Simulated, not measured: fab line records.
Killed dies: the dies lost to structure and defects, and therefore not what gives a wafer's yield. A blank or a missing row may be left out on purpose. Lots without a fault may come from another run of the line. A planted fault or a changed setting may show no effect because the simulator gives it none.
fab line records :: flow sfq-line
[record]
  lots = 6
  wafers = 18
  last-day = 90
route steps=325 shown M7@285 I7@296
lots untouched by any fault: they come from a run of this same line in which no faults occurred
start-h: the number of hours between the record's first day and the start of the first shown wafer of the lot :: wait-h: hours from the lot's prior step to this one :: " as in the row above :: L1.1+2: a row that stands for several wafers :: - no value, or no start given :: * or withheld: withheld :: < > ~ a bound
route shown NAME@n: names a module that has steps shown in the file, with the first one's number in the route :: usual: mean/standard deviation of fault-free wafers :: same: alike in all rows :: chamber/n: place in a boat :: sites: readings site by site :: _std_site: their standard deviation :: _edge_site: mean of outer sites minus mean of inner sites :: radius-mm: for every site, how far away it sits from the centre of the wafer :: mask NAME#n: copy n :: behind: tool/chamber where the wafer was last shaped :: hold: why the lot was held/for how many hours/how that ended :: device: the transistor (n, p or np) that didn't switch :: end of line: the route-end tests of the same wafers :: a step given without rows: its recipe and nothing more :: killed: dies that structure and defects cost at the first sort, which is not the same as the wafer's yield :: map: shows each die of a wafer: x if killed, . if not, _ if none is there
set.NAME: the run value of the setting; set.NAME@STEP: its run value at that earlier step :: model.NAME: the simulator's own value behind a step, which no gauge read
lots at selected steps of the route; one table per step, one row per wafer
services: a tool's chamber out of use, with start hour (start-h, from the record's first day; less than 0 if before it), hours out, and reason
[[steps]]
[step SFQ_TRILAYER_M7_LITHO_COAT_182]
[recipe]
  resist = BARC
  spin-rpm = 3000
  resist-thk-nm = 62
[step SFQ_TRILAYER_M7_LITHO_COAT_177]
[recipe]
  resist = KrF
  spin-rpm = 3000
  resist-thk-nm = 600
[step SFQ_TRILAYER_M7_LITHO_SOFTBAKE_181]
[recipe]
  temp-c = withheld
  time-s = withheld
  resist = KrF
[step SFQ_TRILAYER_M7_LITHO_EXPOSE_178]
[recipe]
  mask-id = M7
  na = 0.6
  source-shape = conventional
  sigma-outer = 0.65
  target-cd-nm = 500
  dose-mj = 14.4
[step SFQ_TRILAYER_M7_LITHO_PEB_180]
[recipe]
  peb-temp-c = 115
  peb-time-s = 60
  resist = KrF
[step SFQ_TRILAYER_M7_LITHO_DEVELOP_179]
[recipe]
  time-s = 60
  resist = KrF
[step SFQ_M7_OVL_MEAS_945]
[usual]
  M7_OVL = 0/5.2
lot.wafer: L593.1
tool: overlay-02
chamber: -
start-h: 1804.47
wait-h: 0.1
M7_OVL[nm]: -5

lot.wafer: L593.3
tool: overlay-02
chamber: -
start-h: 1804.47
wait-h: 0.1
M7_OVL[nm]: 2

lot.wafer: L593.5
tool: overlay-02
chamber: -
start-h: 1804.47
wait-h: 0.1
M7_OVL[nm]: -5

lot.wafer: L599.2
tool: overlay-02
chamber: -
start-h: 1879.46
wait-h: 0.1
M7_OVL[nm]: -1

lot.wafer: L599.4
tool: overlay-02
chamber: -
start-h: 1879.46
wait-h: 0.1
M7_OVL[nm]: -2

lot.wafer: L599.6
tool: overlay-02
chamber: -
start-h: 1879.46
wait-h: 0.1
M7_OVL[nm]: 3

lot.wafer: L600.1
tool: overlay-02
chamber: -
start-h: 1903.47
wait-h: 0.1
M7_OVL[nm]: -3

lot.wafer: L600.2
tool: overlay-02
chamber: -
start-h: 1903.47
wait-h: 0.1
M7_OVL[nm]: -4

lot.wafer: L600.3
tool: overlay-02
chamber: -
start-h: 1903.47
wait-h: 0.1
M7_OVL[nm]: -4

lot.wafer: L602.2
tool: overlay-01
chamber: -
start-h: 1912.20
wait-h: 0.1
M7_OVL[nm]: 9

lot.wafer: L602.3
tool: overlay-01
chamber: -
start-h: 1912.20
wait-h: 0.1
M7_OVL[nm]: 10

lot.wafer: L602.5
tool: overlay-01
chamber: -
start-h: 1912.20
wait-h: 0.1
M7_OVL[nm]: 5

lot.wafer: L605.3
tool: overlay-02
chamber: -
start-h: 1986.72
wait-h: 0.1
M7_OVL[nm]: -9

lot.wafer: L605.4
tool: overlay-02
chamber: -
start-h: 1986.72
wait-h: 0.1
M7_OVL[nm]: 4

lot.wafer: L605.5
tool: overlay-02
chamber: -
start-h: 1986.72
wait-h: 0.1
M7_OVL[nm]: 0

lot.wafer: L606.1
tool: overlay-02
chamber: -
start-h: 1987.91
wait-h: 0.1
M7_OVL[nm]: -3

lot.wafer: L606.3
tool: overlay-02
chamber: -
start-h: 1987.91
wait-h: 0.1
M7_OVL[nm]: -2

lot.wafer: L606.6
tool: overlay-02
chamber: -
start-h: 1987.91
wait-h: 0.1
M7_OVL[nm]: -6
[step SFQ_TRILAYER_M7_BARC_OPEN_METAL_ETCH_229]
[recipe]
  mask-material = PR
  chemistry = O2
  target-depth-nm = 125
  target = BARC
  icp-w = 600
  bias-w = 80
  pressure-mtorr = 10
  time-s = 41.7
[usual]
  chamber-pressure-mTorr = 10.001/0.01
  drypump-motor-current-A = 5.7/0.46
  oes-product-au = 0.685/0.0045
lot.wafer: L593.1
tool: rie-metal-01
chamber: 0
start-h: 1804.50
wait-h: 0.0
chamber-pressure-mTorr: 9.990
drypump-motor-current-A: 5.1
oes-product-au: 0.687
rf-hours-counter-h: 60

lot.wafer: L593.3
tool: rie-metal-01
chamber: 0
start-h: 1804.50
wait-h: 0.0
chamber-pressure-mTorr: 9.990
drypump-motor-current-A: 5.1
oes-product-au: 0.683
rf-hours-counter-h: -

lot.wafer: L593.5
tool: rie-metal-01
chamber: 1
start-h: 1804.50
wait-h: 0.0
chamber-pressure-mTorr: 10.005
drypump-motor-current-A: 6.6
oes-product-au: 0.687
rf-hours-counter-h: -

lot.wafer: L599.2
tool: rie-metal-02
chamber: 1
start-h: 1879.49
wait-h: 0.0
chamber-pressure-mTorr: 9.999
drypump-motor-current-A: 5.7
oes-product-au: 0.688
rf-hours-counter-h: 52

lot.wafer: L599.4
tool: rie-metal-02
chamber: 0
start-h: 1879.49
wait-h: 0.0
chamber-pressure-mTorr: 10.018
drypump-motor-current-A: 5.0
oes-product-au: 0.688
rf-hours-counter-h: -

lot.wafer: L599.6
tool: rie-metal-02
chamber: 0
start-h: 1879.49
wait-h: 0.0
chamber-pressure-mTorr: 10.002
drypump-motor-current-A: 5.0
oes-product-au: 0.688
rf-hours-counter-h: -

lot.wafer: L600.1
tool: rie-metal-04
chamber: 1
start-h: 1903.50
wait-h: 0.0
chamber-pressure-mTorr: 10.002
drypump-motor-current-A: 5.9
oes-product-au: 0.679
rf-hours-counter-h: 100

lot.wafer: L600.2
tool: rie-metal-04
chamber: 0
start-h: 1903.50
wait-h: 0.0
chamber-pressure-mTorr: 9.995
drypump-motor-current-A: 5.7
oes-product-au: 0.682
rf-hours-counter-h: 51

lot.wafer: L600.3
tool: rie-metal-04
chamber: 0
start-h: 1903.50
wait-h: 0.0
chamber-pressure-mTorr: 10.010
drypump-motor-current-A: 5.7
oes-product-au: 0.685
rf-hours-counter-h: -

lot.wafer: L602.2
tool: rie-metal-04
chamber: 0
start-h: 1912.23
wait-h: 0.0
chamber-pressure-mTorr: 10.009
drypump-motor-current-A: 5.7
oes-product-au: 0.692
rf-hours-counter-h: 52

lot.wafer: L602.3
tool: rie-metal-04
chamber: 0
start-h: 1912.23
wait-h: 0.0
chamber-pressure-mTorr: 9.996
drypump-motor-current-A: 5.7
oes-product-au: 0.691
rf-hours-counter-h: -

lot.wafer: L602.5
tool: rie-metal-04
chamber: 0
start-h: 1912.23
wait-h: 0.0
chamber-pressure-mTorr: 9.992
drypump-motor-current-A: 5.7
oes-product-au: 0.691
rf-hours-counter-h: -

lot.wafer: L605.3
tool: rie-metal-04
chamber: 1
start-h: 1986.76
wait-h: 0.0
chamber-pressure-mTorr: 9.985
drypump-motor-current-A: 5.9
oes-product-au: 0.686
rf-hours-counter-h: -

lot.wafer: L605.4
tool: rie-metal-04
chamber: 0
start-h: 1986.76
wait-h: 0.0
chamber-pressure-mTorr: 10.004
drypump-motor-current-A: 5.7
oes-product-au: 0.687
rf-hours-counter-h: -

lot.wafer: L605.5
tool: rie-metal-04
chamber: 1
start-h: 1986.76
wait-h: 0.0
chamber-pressure-mTorr: 10.013
drypump-motor-current-A: 5.9
oes-product-au: 0.681
rf-hours-counter-h: -

lot.wafer: L606.1
tool: rie-metal-01
chamber: 1
start-h: 1987.94
wait-h: 0.0
chamber-pressure-mTorr: 10.013
drypump-motor-current-A: 6.6
oes-product-au: 0.680
rf-hours-counter-h: 58

lot.wafer: L606.3
tool: rie-metal-01
chamber: 1
start-h: 1987.94
wait-h: 0.0
chamber-pressure-mTorr: 9.990
drypump-motor-current-A: 6.7
oes-product-au: 0.693
rf-hours-counter-h: -

lot.wafer: L606.6
tool: rie-metal-01
chamber: 1
start-h: 1987.94
wait-h: 0.0
chamber-pressure-mTorr: 9.980
drypump-motor-current-A: 6.6
oes-product-au: 0.689
rf-hours-counter-h: -
[step SFQ_TRILAYER_M7_ETCH_METAL_ETCH_180]
[recipe]
  target = Nb
  stop-on = SiO2
  mask-material = PR
  chemistry = Cl2/Ar
  target-depth-nm = 240
  icp-w = 600
  bias-w = 80
  pressure-mtorr = 10
  time-s = 120
[usual]
  chamber-pressure-mTorr = 10.000/0.0085
  drypump-motor-current-A = 5.7/0.46
  oes-product-au = 0.893/0.0064
lot.wafer: L593.1
tool: rie-metal-01
chamber: 0
start-h: 1804.56
wait-h: 0.0
chamber-pressure-mTorr: 10.020
drypump-motor-current-A: 5.1
oes-product-au: 0.900
rf-hours-counter-h: 61

lot.wafer: L593.3
tool: rie-metal-01
chamber: 0
start-h: 1804.56
wait-h: 0.0
chamber-pressure-mTorr: 10.003
drypump-motor-current-A: 5.1
oes-product-au: 0.897
rf-hours-counter-h: -

lot.wafer: L593.5
tool: rie-metal-01
chamber: 1
start-h: 1804.56
wait-h: 0.0
chamber-pressure-mTorr: 9.984
drypump-motor-current-A: 6.7
oes-product-au: 0.906
rf-hours-counter-h: -

lot.wafer: L599.2
tool: rie-metal-02
chamber: 1
start-h: 1879.55
wait-h: 0.0
chamber-pressure-mTorr: 9.992
drypump-motor-current-A: 5.7
oes-product-au: 0.889
rf-hours-counter-h: 52

lot.wafer: L599.4
tool: rie-metal-02
chamber: 0
start-h: 1879.55
wait-h: 0.0
chamber-pressure-mTorr: 9.989
drypump-motor-current-A: 5.0
oes-product-au: 0.881
rf-hours-counter-h: -

lot.wafer: L599.6
tool: rie-metal-02
chamber: 0
start-h: 1879.55
wait-h: 0.0
chamber-pressure-mTorr: 9.999
drypump-motor-current-A: 5.0
oes-product-au: 0.884
rf-hours-counter-h: -

lot.wafer: L600.1
tool: rie-metal-04
chamber: 1
start-h: 1903.56
wait-h: 0.0
chamber-pressure-mTorr: 9.999
drypump-motor-current-A: 5.9
oes-product-au: 0.896
rf-hours-counter-h: 100

lot.wafer: L600.2
tool: rie-metal-04
chamber: 0
start-h: 1903.56
wait-h: 0.0
chamber-pressure-mTorr: 10.000
drypump-motor-current-A: 5.7
oes-product-au: 0.894
rf-hours-counter-h: 51

lot.wafer: L600.3
tool: rie-metal-04
chamber: 0
start-h: 1903.56
wait-h: 0.0
chamber-pressure-mTorr: 9.996
drypump-motor-current-A: 5.7
oes-product-au: 0.894
rf-hours-counter-h: -

lot.wafer: L602.2
tool: rie-metal-04
chamber: 0
start-h: 1912.29
wait-h: 0.0
chamber-pressure-mTorr: 10.006
drypump-motor-current-A: 5.7
oes-product-au: 0.896
rf-hours-counter-h: 52

lot.wafer: L602.3
tool: rie-metal-04
chamber: 0
start-h: 1912.29
wait-h: 0.0
chamber-pressure-mTorr: 10.023
drypump-motor-current-A: 5.7
oes-product-au: 0.895
rf-hours-counter-h: -

lot.wafer: L602.5
tool: rie-metal-04
chamber: 0
start-h: 1912.29
wait-h: 0.0
chamber-pressure-mTorr: 10.007
drypump-motor-current-A: 5.7
oes-product-au: 0.886
rf-hours-counter-h: -

lot.wafer: L605.3
tool: rie-metal-04
chamber: 1
start-h: 1986.84
wait-h: 0.1
chamber-pressure-mTorr: 10.007
drypump-motor-current-A: 5.8
oes-product-au: 0.880
rf-hours-counter-h: -

lot.wafer: L605.4
tool: rie-metal-04
chamber: 0
start-h: 1986.84
wait-h: 0.1
chamber-pressure-mTorr: 10.004
drypump-motor-current-A: 5.7
oes-product-au: 0.892
rf-hours-counter-h: -

lot.wafer: L605.5
tool: rie-metal-04
chamber: 1
start-h: 1986.84
wait-h: 0.1
chamber-pressure-mTorr: 9.991
drypump-motor-current-A: 5.8
oes-product-au: 0.890
rf-hours-counter-h: -

lot.wafer: L606.1
tool: rie-metal-01
chamber: 1
start-h: 1988.00
wait-h: 0.0
chamber-pressure-mTorr: 10.007
drypump-motor-current-A: 6.6
oes-product-au: 0.898
rf-hours-counter-h: 58

lot.wafer: L606.3
tool: rie-metal-01
chamber: 1
start-h: 1988.00
wait-h: 0.0
chamber-pressure-mTorr: 9.998
drypump-motor-current-A: 6.7
oes-product-au: 0.886
rf-hours-counter-h: -

lot.wafer: L606.6
tool: rie-metal-01
chamber: 1
start-h: 1988.00
wait-h: 0.0
chamber-pressure-mTorr: 10.002
drypump-motor-current-A: 6.6
oes-product-au: 0.889
rf-hours-counter-h: -
[step SFQ_TRILAYER_M7_STRIP_STRIP_181]
[recipe]
  gas = O2
  power-w = 200
  platen-temp-c = 40
  overash-fraction = 0.65
  chemistry = O2
  pressure-mtorr = 50
[usual]
  chamber-pressure-mTorr = 50.00/0.041
  drypump-motor-current-A = 5.7/0.45
  oes-product-au = 1.003/0.0077
lot.wafer: L593.1
tool: rie-metal-01
chamber: 0
start-h: 1804.69
wait-h: 0.1
chamber-pressure-mTorr: 49.96
drypump-motor-current-A: 5.1
oes-product-au: 1.013
rf-hours-counter-h: 61

lot.wafer: L593.3
tool: rie-metal-01
chamber: 0
start-h: 1804.69
wait-h: 0.1
chamber-pressure-mTorr: 50.04
drypump-motor-current-A: 5.1
oes-product-au: 1.013
rf-hours-counter-h: -

lot.wafer: L593.5
tool: rie-metal-01
chamber: 1
start-h: 1804.69
wait-h: 0.1
chamber-pressure-mTorr: 49.95
drypump-motor-current-A: 6.6
oes-product-au: 1.005
rf-hours-counter-h: -

lot.wafer: L599.2
tool: rie-metal-02
chamber: 1
start-h: 1879.68
wait-h: 0.1
chamber-pressure-mTorr: 49.93
drypump-motor-current-A: 5.7
oes-product-au: 1.002
rf-hours-counter-h: 52

lot.wafer: L599.4
tool: rie-metal-02
chamber: 0
start-h: 1879.68
wait-h: 0.1
chamber-pressure-mTorr: 49.94
drypump-motor-current-A: 5.0
oes-product-au: 1.002
rf-hours-counter-h: -

lot.wafer: L599.6
tool: rie-metal-02
chamber: 0
start-h: 1879.68
wait-h: 0.1
chamber-pressure-mTorr: 50.01
drypump-motor-current-A: 5.0
oes-product-au: 1.001
rf-hours-counter-h: -

lot.wafer: L600.1
tool: rie-metal-04
chamber: 1
start-h: 1903.69
wait-h: 0.1
chamber-pressure-mTorr: 49.88
drypump-motor-current-A: 5.9
oes-product-au: 1.008
rf-hours-counter-h: 100

lot.wafer: L600.2
tool: rie-metal-04
chamber: 0
start-h: 1903.69
wait-h: 0.1
chamber-pressure-mTorr: 50.01
drypump-motor-current-A: 5.7
oes-product-au: 1.007
rf-hours-counter-h: 51

lot.wafer: L600.3
tool: rie-metal-04
chamber: 0
start-h: 1903.69
wait-h: 0.1
chamber-pressure-mTorr: 50.00
drypump-motor-current-A: 5.7
oes-product-au: 0.995
rf-hours-counter-h: -

lot.wafer: L602.2
tool: rie-metal-04
chamber: 0
start-h: 1912.41
wait-h: 0.1
chamber-pressure-mTorr: 50.04
drypump-motor-current-A: 5.7
oes-product-au: 1.013
rf-hours-counter-h: 52

lot.wafer: L602.3
tool: rie-metal-04
chamber: 0
start-h: 1912.41
wait-h: 0.1
chamber-pressure-mTorr: 50.01
drypump-motor-current-A: 5.7
oes-product-au: 1.007
rf-hours-counter-h: -

lot.wafer: L602.5
tool: rie-metal-04
chamber: 0
start-h: 1912.41
wait-h: 0.1
chamber-pressure-mTorr: 50.04
drypump-motor-current-A: 5.7
oes-product-au: 1.016
rf-hours-counter-h: -

lot.wafer: L605.3
tool: rie-metal-04
chamber: 1
start-h: 1987.13
wait-h: 0.2
chamber-pressure-mTorr: 49.97
drypump-motor-current-A: 5.9
oes-product-au: 1.000
rf-hours-counter-h: -

lot.wafer: L605.4
tool: rie-metal-04
chamber: 0
start-h: 1987.13
wait-h: 0.2
chamber-pressure-mTorr: 49.99
drypump-motor-current-A: 5.7
oes-product-au: 1.004
rf-hours-counter-h: -

lot.wafer: L605.5
tool: rie-metal-04
chamber: 1
start-h: 1987.13
wait-h: 0.2
chamber-pressure-mTorr: 49.97
drypump-motor-current-A: 5.9
oes-product-au: 0.998
rf-hours-counter-h: -

lot.wafer: L606.1
tool: rie-metal-01
chamber: 1
start-h: 1988.13
wait-h: 0.1
chamber-pressure-mTorr: 49.96
drypump-motor-current-A: 6.6
oes-product-au: 1.007
rf-hours-counter-h: 58

lot.wafer: L606.3
tool: rie-metal-01
chamber: 1
start-h: 1988.13
wait-h: 0.1
chamber-pressure-mTorr: 49.99
drypump-motor-current-A: 6.7
oes-product-au: 0.999
rf-hours-counter-h: -

lot.wafer: L606.6
tool: rie-metal-01
chamber: 1
start-h: 1988.13
wait-h: 0.1
chamber-pressure-mTorr: 50.08
drypump-motor-current-A: 6.6
oes-product-au: 1.000
rf-hours-counter-h: -
[step SFQ_TRILAYER_M7_STRIP_SOLV_CLEAN_182]
[recipe]
  chemistry = NMP
  temp-c = 70
  time-s = 600
[step SFQ_TRILAYER_I7_DEP_PECVD_183]
[recipe]
  material = SiO2
  temp-c = 150
  time-s = 111.11
  pressure-torr = 2.4
  rf-w = 183.3
  precursor = SiH4/N2O
  target-thk-nm = 500
[usual]
  heater-power-w = 87/12
  run-length-s = 139.1/0.59
  throttle-valve-pct = 24.3/0.84
lot.wafer: L593.1
tool: pecvd-03
chamber: 1
start-h: 1805.48
wait-h: 0.0
heater-power-w: 84
run-length-s: 138.3
throttle-valve-pct: 24.3
model.SiO2_of_TRILAYER_I7_DEP_PECVD_183.thk-nm: 496.7

lot.wafer: L593.3
tool: pecvd-03
chamber: 0
start-h: 1805.48
wait-h: 0.0
heater-power-w: 99
run-length-s: 138.6
throttle-valve-pct: 23.6
model.SiO2_of_TRILAYER_I7_DEP_PECVD_183.thk-nm: 492.9

lot.wafer: L593.5
tool: pecvd-03
chamber: 1
start-h: 1805.48
wait-h: 0.0
heater-power-w: 90
run-length-s: 138.8
throttle-valve-pct: 24.2
model.SiO2_of_TRILAYER_I7_DEP_PECVD_183.thk-nm: 490.6

lot.wafer: L599.2
tool: pecvd-03
chamber: 2
start-h: 1880.45
wait-h: 0.0
heater-power-w: 74
run-length-s: 139.2
throttle-valve-pct: 23.1
model.SiO2_of_TRILAYER_I7_DEP_PECVD_183.thk-nm: 495.3

lot.wafer: L599.4
tool: pecvd-03
chamber: 1
start-h: 1880.45
wait-h: 0.0
heater-power-w: 80
run-length-s: 138.1
throttle-valve-pct: 24.7
model.SiO2_of_TRILAYER_I7_DEP_PECVD_183.thk-nm: 502.1

lot.wafer: L599.6
tool: pecvd-03
chamber: 0
start-h: 1880.45
wait-h: 0.0
heater-power-w: 101
run-length-s: 145.2
throttle-valve-pct: 24.1
model.SiO2_of_TRILAYER_I7_DEP_PECVD_183.thk-nm: 528.5

lot.wafer: L600.1
tool: pecvd-01
chamber: 0
start-h: 1904.46
wait-h: 0.0
heater-power-w: 70
run-length-s: 139.4
throttle-valve-pct: 26.1
model.SiO2_of_TRILAYER_I7_DEP_PECVD_183.thk-nm: 492

lot.wafer: L600.2
tool: pecvd-01
chamber: 2
start-h: 1904.46
wait-h: 0.0
heater-power-w: 99
run-length-s: 140.0
throttle-valve-pct: 24.8
model.SiO2_of_TRILAYER_I7_DEP_PECVD_183.thk-nm: 492.3

lot.wafer: L600.3
tool: pecvd-01
chamber: 1
start-h: 1904.46
wait-h: 0.0
heater-power-w: 96
run-length-s: 139.4
throttle-valve-pct: 25.3
model.SiO2_of_TRILAYER_I7_DEP_PECVD_183.thk-nm: 484.4

lot.wafer: L602.2
tool: pecvd-03
chamber: 0
start-h: 1913.19
wait-h: 0.0
heater-power-w: 110
run-length-s: 138.8
throttle-valve-pct: 23.8
model.SiO2_of_TRILAYER_I7_DEP_PECVD_183.thk-nm: 492.4

lot.wafer: L602.3
tool: pecvd-03
chamber: 1
start-h: 1913.19
wait-h: 0.0
heater-power-w: 97
run-length-s: 144.9
throttle-valve-pct: 24.6
model.SiO2_of_TRILAYER_I7_DEP_PECVD_183.thk-nm: 526

lot.wafer: L602.5
tool: pecvd-03
chamber: 2
start-h: 1913.19
wait-h: 0.0
heater-power-w: 81
run-length-s: 145.8
throttle-valve-pct: 23.1
model.SiO2_of_TRILAYER_I7_DEP_PECVD_183.thk-nm: 533.5

lot.wafer: L605.3
tool: pecvd-04
chamber: 0
start-h: 1987.72
wait-h: 0.0
heater-power-w: 79
run-length-s: 139.2
throttle-valve-pct: 25.5
model.SiO2_of_TRILAYER_I7_DEP_PECVD_183.thk-nm: 498.9

lot.wafer: L605.4
tool: pecvd-04
chamber: 1
start-h: 1987.72
wait-h: 0.0
heater-power-w: 74
run-length-s: 139.2
throttle-valve-pct: 24.2
model.SiO2_of_TRILAYER_I7_DEP_PECVD_183.thk-nm: 512.9

lot.wafer: L605.5
tool: pecvd-04
chamber: 2
start-h: 1987.72
wait-h: 0.0
heater-power-w: 73
run-length-s: 138.5
throttle-valve-pct: 24.7
model.SiO2_of_TRILAYER_I7_DEP_PECVD_183.thk-nm: 507.6

lot.wafer: L606.1
tool: pecvd-03
chamber: 0
start-h: 1988.90
wait-h: 0.0
heater-power-w: 96
run-length-s: 139.0
throttle-valve-pct: 24.6
model.SiO2_of_TRILAYER_I7_DEP_PECVD_183.thk-nm: 498.8

lot.wafer: L606.3
tool: pecvd-03
chamber: 2
start-h: 1988.90
wait-h: 0.0
heater-power-w: 84
run-length-s: 139.0
throttle-valve-pct: 23.7
model.SiO2_of_TRILAYER_I7_DEP_PECVD_183.thk-nm: 502.4

lot.wafer: L606.6
tool: pecvd-03
chamber: 0
start-h: 1988.90
wait-h: 0.0
heater-power-w: 99
run-length-s: 138.8
throttle-valve-pct: 24.6
model.SiO2_of_TRILAYER_I7_DEP_PECVD_183.thk-nm: 511.7
[step SFQ_TRILAYER_I7_CMP_CMP_184]
[recipe]
  material = SiO2
  down-force-psi = 3
  platen-rpm = 60
  pad-velocity-m-s = 0.94248
[usual]
  edge-zone-pressure-frac = 0.999/0.0051
  head-pressure-psi = 3.000/0.0063
  motor-current-A = 10.6/1.3
  retaining-ring-pressure-frac = 1.000/0.005
  time-to-endpoint-s = 219/8.4
lot.wafer: L593.1
tool: cmp-02
chamber: 1
start-h: 1806.32
wait-h: 0.8
edge-zone-pressure-frac: 1.003
head-pressure-psi: 2.990
motor-current-A: 12.9
retaining-ring-pressure-frac: 1.002
time-to-endpoint-s: 214

lot.wafer: L593.3
tool: cmp-02
chamber: 3
start-h: 1807.32
wait-h: 1.8
edge-zone-pressure-frac: 1.004
head-pressure-psi: 2.989
motor-current-A: 11.7
retaining-ring-pressure-frac: 0.991
time-to-endpoint-s: 212

lot.wafer: L593.5
tool: cmp-02
chamber: 2
start-h: 1808.82
wait-h: 3.3
edge-zone-pressure-frac: 0.999
head-pressure-psi: 3.005
motor-current-A: 10.1
retaining-ring-pressure-frac: 1.003
time-to-endpoint-s: 201

lot.wafer: L599.2
tool: cmp-01
chamber: 0
start-h: 1893.87
wait-h: 13.4
edge-zone-pressure-frac: 0.997
head-pressure-psi: 3.010
motor-current-A: 8.9
retaining-ring-pressure-frac: 1.000
time-to-endpoint-s: 224

lot.wafer: L599.4
tool: cmp-01
chamber: 1
start-h: 1893.87
wait-h: 13.4
edge-zone-pressure-frac: 1.004
head-pressure-psi: 3.002
motor-current-A: 9.8
retaining-ring-pressure-frac: 1.003
time-to-endpoint-s: 216

lot.wafer: L599.6
tool: cmp-01
chamber: 1
start-h: 1896.37
wait-h: 15.8
edge-zone-pressure-frac: 0.995
head-pressure-psi: 2.997
motor-current-A: 9.7
retaining-ring-pressure-frac: 1.003
time-to-endpoint-s: 239

lot.wafer: L600.2
tool: cmp-01
chamber: 1
start-h: 1923.87
wait-h: 19.4
edge-zone-pressure-frac: 1.000
head-pressure-psi: 3.004
motor-current-A: 9.8
retaining-ring-pressure-frac: 0.998
time-to-endpoint-s: 213

lot.wafer: L600.1
tool: cmp-01
chamber: 2
start-h: 1923.87
wait-h: 19.4
edge-zone-pressure-frac: 0.997
head-pressure-psi: 2.991
motor-current-A: 9.4
retaining-ring-pressure-frac: 1.001
time-to-endpoint-s: 201

lot.wafer: L600.3
tool: cmp-01
chamber: 3
start-h: 1923.87
wait-h: 19.4
edge-zone-pressure-frac: 0.989
head-pressure-psi: 2.999
motor-current-A: 10.9
retaining-ring-pressure-frac: 0.999
time-to-endpoint-s: 207

lot.wafer: L602.3
tool: cmp-01
chamber: 2
start-h: 1932.87
wait-h: 19.6
edge-zone-pressure-frac: 1.008
head-pressure-psi: 2.995
motor-current-A: 9.9
retaining-ring-pressure-frac: 1.002
time-to-endpoint-s: 234

lot.wafer: L602.2
tool: cmp-01
chamber: 1
start-h: 1934.37
wait-h: 21.1
edge-zone-pressure-frac: 0.999
head-pressure-psi: 3.001
motor-current-A: 9.7
retaining-ring-pressure-frac: 1.002
time-to-endpoint-s: 213

lot.wafer: L602.5
tool: cmp-01
chamber: 2
start-h: 1934.37
wait-h: 21.1
edge-zone-pressure-frac: 1.002
head-pressure-psi: 3.007
motor-current-A: 10.1
retaining-ring-pressure-frac: 1.000
time-to-endpoint-s: 231

lot.wafer: L605.4
tool: cmp-01
chamber: 1
start-h: 1988.30
wait-h: 0.5
edge-zone-pressure-frac: 1.007
head-pressure-psi: 3.007
motor-current-A: 9.8
retaining-ring-pressure-frac: 1.000
time-to-endpoint-s: 224

lot.wafer: L605.3
tool: cmp-01
chamber: 2
start-h: 1988.30
wait-h: 0.5
edge-zone-pressure-frac: 1.006
head-pressure-psi: 2.995
motor-current-A: 10.5
retaining-ring-pressure-frac: 1.002
time-to-endpoint-s: 209

lot.wafer: L605.5
tool: cmp-01
chamber: 0
start-h: 1989.80
wait-h: 2.0
edge-zone-pressure-frac: 0.998
head-pressure-psi: 3.015
motor-current-A: 8.6
retaining-ring-pressure-frac: 0.995
time-to-endpoint-s: 231

lot.wafer: L606.3
tool: cmp-02
chamber: 3
start-h: 1989.98
wait-h: 1.0
edge-zone-pressure-frac: 1.009
head-pressure-psi: 3.001
motor-current-A: 12.5
retaining-ring-pressure-frac: 0.989
time-to-endpoint-s: 221

lot.wafer: L606.1
tool: cmp-02
chamber: 0
start-h: 1989.98
wait-h: 1.0
edge-zone-pressure-frac: 1.000
head-pressure-psi: 3.005
motor-current-A: 10.4
retaining-ring-pressure-frac: 1.009
time-to-endpoint-s: 223

lot.wafer: L606.6
tool: cmp-02
chamber: 1
start-h: 1989.98
wait-h: 1.0
edge-zone-pressure-frac: 0.995
head-pressure-psi: 2.992
motor-current-A: 13.5
retaining-ring-pressure-frac: 1.010
time-to-endpoint-s: 223
[[services]]
tool: pecvd-03
chamber: -
start-h: 1793.14
hours: 6.0
kind: pm

tool: rie-metal-01
chamber: -
start-h: 1794.11
hours: 2.8
kind: pm

tool: rie-metal-04
chamber: 0
start-h: 1796.63
hours: 2.1
kind: repair

tool: pecvd-04
chamber: -
start-h: 1798.11
hours: 0.5
kind: repair

tool: cmp-02
chamber: -
start-h: 1809.98
hours: 3.6
kind: repair

tool: cmp-01
chamber: -
start-h: 1818.12
hours: 15.7
kind: pm

tool: rie-metal-02
chamber: -
start-h: 1842.32
hours: 2.8
kind: pm

tool: pecvd-03
chamber: -
start-h: 1862.20
hours: 0.7
kind: repair

tool: pecvd-03
chamber: -
start-h: 1882.48
hours: 2.8
kind: pm

tool: cmp-02
chamber: -
start-h: 1886.16
hours: 1.6
kind: repair

tool: cmp-02
chamber: -
start-h: 1912.47
hours: 1.6
kind: repair

tool: cmp-02
chamber: -
start-h: 1917.15
hours: 0.7
kind: repair

tool: cmp-02
chamber: -
start-h: 1931.36
hours: 0.9
kind: repair

tool: cmp-02
chamber: -
start-h: 1944.70
hours: 3.2
kind: repair

tool: cmp-02
chamber: -
start-h: 1947.92
hours: 4.0
kind: pm

tool: cmp-02
chamber: -
start-h: 1951.92
hours: -
kind: consumable-replace:conditioner

tool: cmp-02
chamber: -
start-h: 1951.92
hours: -
kind: consumable-replace:pad

tool: cmp-01
chamber: -
start-h: 1953.76
hours: 0.2
kind: repair

tool: cmp-02
chamber: -
start-h: 1959.63
hours: 9.5
kind: pm

tool: rie-metal-01
chamber: -
start-h: 1964.43
hours: 0.2
kind: repair

tool: cmp-01
chamber: -
start-h: 1969.15
hours: 0.4
kind: repair

tool: cmp-02
chamber: -
start-h: 1969.91
hours: 0.6
kind: repair

tool: pecvd-04
chamber: -
start-h: 1977.50
hours: 2.5
kind: repair

tool: pecvd-03
chamber: -
start-h: 1986.95
hours: 1.1
kind: repair
[[key]]
[first-sign]
  step = SFQ_TRILAYER_I7_DEP_PECVD_183
  reading = run-length-s
  direction = up
  sigmas = 10
  usual = *
  struck = *
effect none on later readings
[model-effect]
  step = SFQ_TRILAYER_I7_DEP_PECVD_183
  value = SiO2_of_TRILAYER_I7_DEP_PECVD_183.thk-nm
  without = 499.4
  struck = 529.3
met-at SFQ_TRILAYER_I7_DEP_PECVD_183
struck-wafers L599.6,L602.3,L602.5
onset-between 1805.48 1880.45
[fault]
  kind = process-parameter-drift
  tool = pecvd-03
  chamber = -
  onset-h = 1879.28
  steps = SFQ_TRILAYER_I7_DEP_PECVD_183
  channel = time-s
  offset = *
  shape = step
  end-h = 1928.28
  scope = struck-wafers-only
  acts-in = *
  stated = *
